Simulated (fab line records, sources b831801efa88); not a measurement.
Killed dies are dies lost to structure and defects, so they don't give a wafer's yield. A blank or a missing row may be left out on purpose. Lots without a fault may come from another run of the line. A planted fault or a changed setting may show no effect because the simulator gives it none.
Split-lot experiment | flow gf180mcu | 5 lots, 23 wafers read, on a route of 602 steps

THE SPLIT
At GF_VT_IMPLANT_WET_ETCH_50 (etches SiO2 in dHF, target depth 20 nm, time 400 s), the setting temp_c was moved away from the recipe's 25 C on 15 of the 23 wafers read, by -14.7% to +13.8%. The other wafers ran this setting at the recipe's value.

The reading is taken at the split's own step.

THE READING
SiO2_of_STI_CVD_23.thk_nm (the simulator's own value, which no gauge read), in nm, at GF_VT_IMPLANT_WET_ETCH_50 (etches SiO2 in dHF, target depth 20 nm, time 400 s). The file gives no usual value for it. The 8 wafers here that ran the recipe average 377.3 nm, standard deviation 0.61 nm.

wafer  | tool, chamber at the split | temp_c as run, C | against the recipe | SiO2_of_STI_CVD_23.thk_nm, nm | against lot-mates on the recipe
L074.1 | -, -                       | 25               | recipe             | 376.5                         | -
L074.2 | -, -                       | 25               | recipe             | 378.5                         | -
L074.3 | -, -                       | 25               | recipe             | 377.5                         | -
L074.4 | -, -                       | 25               | recipe             | 377.5                         | -
L074.5 | -, -                       | 25               | recipe             | 376.8                         | -
L081.1 | -, -                       | 23.01            | -8.0%              | 377.9                         | no lot-mate on the recipe
L081.2 | -, -                       | 23.01            | -8.0%              | 377.8                         | no lot-mate on the recipe
L081.3 | -, -                       | 23.01            | -8.0%              | 379.2                         | no lot-mate on the recipe
L081.5 | -, -                       | 23.01            | -8.0%              | 378.9                         | no lot-mate on the recipe
L081.6 | -, -                       | 23.01            | -8.0%              | 378.4                         | no lot-mate on the recipe
L082.1 | -, -                       | 28.45            | +13.8%             | 373.7                         | no lot-mate on the recipe
L082.2 | -, -                       | 28.45            | +13.8%             | 372.6                         | no lot-mate on the recipe
L082.4 | -, -                       | 28.45            | +13.8%             | 372.5                         | no lot-mate on the recipe
L082.5 | -, -                       | 28.45            | +13.8%             | 375.2                         | no lot-mate on the recipe
L082.6 | -, -                       | 28.45            | +13.8%             | 373.1                         | no lot-mate on the recipe
L084.2 | wet_bench-01, 1            | 25               | recipe             | 376.6                         | -
L084.4 | wet_bench-01, 1            | 25               | recipe             | 377.6                         | -
L084.6 | wet_bench-01, 1            | 25               | recipe             | 377.1                         | -
L085.1 | -, -                       | 21.33            | -14.7%             | 379.8                         | no lot-mate on the recipe
L085.2 | -, -                       | 21.33            | -14.7%             | 380.2                         | no lot-mate on the recipe
L085.3 | -, -                       | 21.33            | -14.7%             | 380.8                         | no lot-mate on the recipe
L085.4 | -, -                       | 21.33            | -14.7%             | 380.7                         | no lot-mate on the recipe
L085.6 | -, -                       | 21.33            | -14.7%             | 380.7                         | no lot-mate on the recipe

THE FIT
A straight line over all 23 wafers: SiO2_of_STI_CVD_23.thk_nm changes by -0.239 nm for each +1% of temp_c; r = -0.96; the points scatter about the line by 0.76 nm.
Too few moved wafers have a lot-mate on the recipe to fit a line with each lot's own level taken away.

THE FILE'S OWN FIT
SiO2_of_STI_CVD_23.thk_nm changes by -0.239 nm for each +1% of temp_c, r = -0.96.
